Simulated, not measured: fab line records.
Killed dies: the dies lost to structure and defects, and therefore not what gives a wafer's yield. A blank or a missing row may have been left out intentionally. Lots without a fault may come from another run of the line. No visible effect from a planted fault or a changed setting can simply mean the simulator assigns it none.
What tool caused it? + flow gf180mcu + 42 wafers from 14 lots sampled at 2 of the route's 602 steps

WHAT THE GAUGES READ, wafer by wafer
GF_MIM_THK_MEAS_06.
| lot  | measured     | on            | MIM_CVD_05_THK (nm) |
|------|--------------|---------------|---------------------|
| L401 | day 24 07:25 | film-metro-04 | 42.3 41.8 42.0      |
| L403 | day 25 04:07 | film-metro-01 | 42.2 43.0 42.9      |
| L404 | day 25 10:02 | film-metro-01 | 41.8 41.4 42.4      |
| L405 | day 26 00:38 | film-metro-04 | 42.0 42.7 42.7      |
| L406 | day 26 05:59 | film-metro-04 | 41.8 42.1 42.5      |
| L407 | day 26 14:27 | film-metro-02 | 42.5 43.3 42.9      |
| L409 | day 27 01:59 | film-metro-01 | 41.9 42.4 42.4      |
| L408 | day 27 02:17 | film-metro-02 | 42.5 42.3 42.4      |
| L412 | day 28 03:32 | film-metro-01 | 42.5 43.0 42.9      |
| L414 | day 28 17:29 | film-metro-01 | 42.5 42.3 42.6      |
| L417 | day 29 20:09 | film-metro-04 | 42.2 42.5 42.3      |
| L422 | day 31 04:36 | film-metro-04 | 41.2 42.1 41.4      |
| L423 | day 31 06:59 | film-metro-02 | 41.5 42.1 42.3      |
| L424 | day 31 08:40 | film-metro-04 | 42.1 42.6 42.0      |

EACH LOT AND THE TOOL THAT RAN IT (in order: tool; ch and the chambers of the sampled wafers; start)
| lot  | GF_MIM_SPUTTER_02            |
|------|------------------------------|
| L401 | pvd-sputter-02, day 24 07:17 |
| L403 | pvd-sputter-02, day 25 04:00 |
| L404 | pvd-sputter-03, day 25 09:55 |
| L405 | pvd-sputter-04, day 26 00:29 |
| L406 | pvd-sputter-02, day 26 05:50 |
| L407 | pvd-sputter-03, day 26 14:19 |
| L409 | pvd-sputter-03, day 27 01:50 |
| L408 | pvd-sputter-02, day 27 02:07 |
| L412 | pvd-sputter-03, day 28 03:25 |
| L414 | pvd-sputter-03, day 28 17:20 |
| L417 | pvd-sputter-03, day 29 20:00 |
| L422 | pvd-sputter-02, day 31 04:28 |
| L423 | pvd-sputter-04, day 31 06:51 |
| L424 | pvd-sputter-03, day 31 08:33 |
- GF_MIM_SPUTTER_02: material AlCu, target thk 450 nm, time 23.9 s.

WHAT THE TOOLS THEMSELVES READ (means of the sampled wafers that have a number; where no wafer has one, the mark that the record gives instead)
GF_MIM_SPUTTER_02.
| lot  | tool           | throttle-valve-pct (%) |
|------|----------------|------------------------|
| L401 | pvd-sputter-02 | 29.5                   |
| L403 | pvd-sputter-02 | 30.0                   |
| L404 | pvd-sputter-03 | 30.6                   |
| L405 | pvd-sputter-04 | 29.0                   |
| L406 | pvd-sputter-02 | 29.7                   |
| L407 | pvd-sputter-03 | 31.7                   |
| L409 | pvd-sputter-03 | 29.9                   |
| L408 | pvd-sputter-02 | 30.1                   |
| L412 | pvd-sputter-03 | 30.5                   |
| L414 | pvd-sputter-03 | 29.8                   |
| L417 | pvd-sputter-03 | 31.3                   |
| L422 | pvd-sputter-02 | 29.7                   |
| L423 | pvd-sputter-04 | 29.2                   |
| L424 | pvd-sputter-03 | 30.6                   |

THE ANSWER, worked out from the rows above alone
Rule: what is usual is taken from the lots themselves. Put in order of their means at a reading, lots are off if they are a third of the lots or fewer, leave a main group of 4 or more, and stand apart from it by a gap of 3 or more times the standard deviation of the main group's means; of several such gaps the widest counts. A main group whose means are all the same, to the digits that the tables above print for the reading, isn't used. Also off: a lot with no number at a reading for which 4 or more lots have one. The other lots that the step has rows for count as sound. First the gauges in route order, then the tools' own readings, where a lot's mean is used as printed above. At the first step where some lot is off, the reading lying furthest off is the one used; lots without a number count as furthest.
No lot is off on any of the readings shown, so nothing can be concluded from this.

WHAT THE SIMULATOR HAD PUT IN
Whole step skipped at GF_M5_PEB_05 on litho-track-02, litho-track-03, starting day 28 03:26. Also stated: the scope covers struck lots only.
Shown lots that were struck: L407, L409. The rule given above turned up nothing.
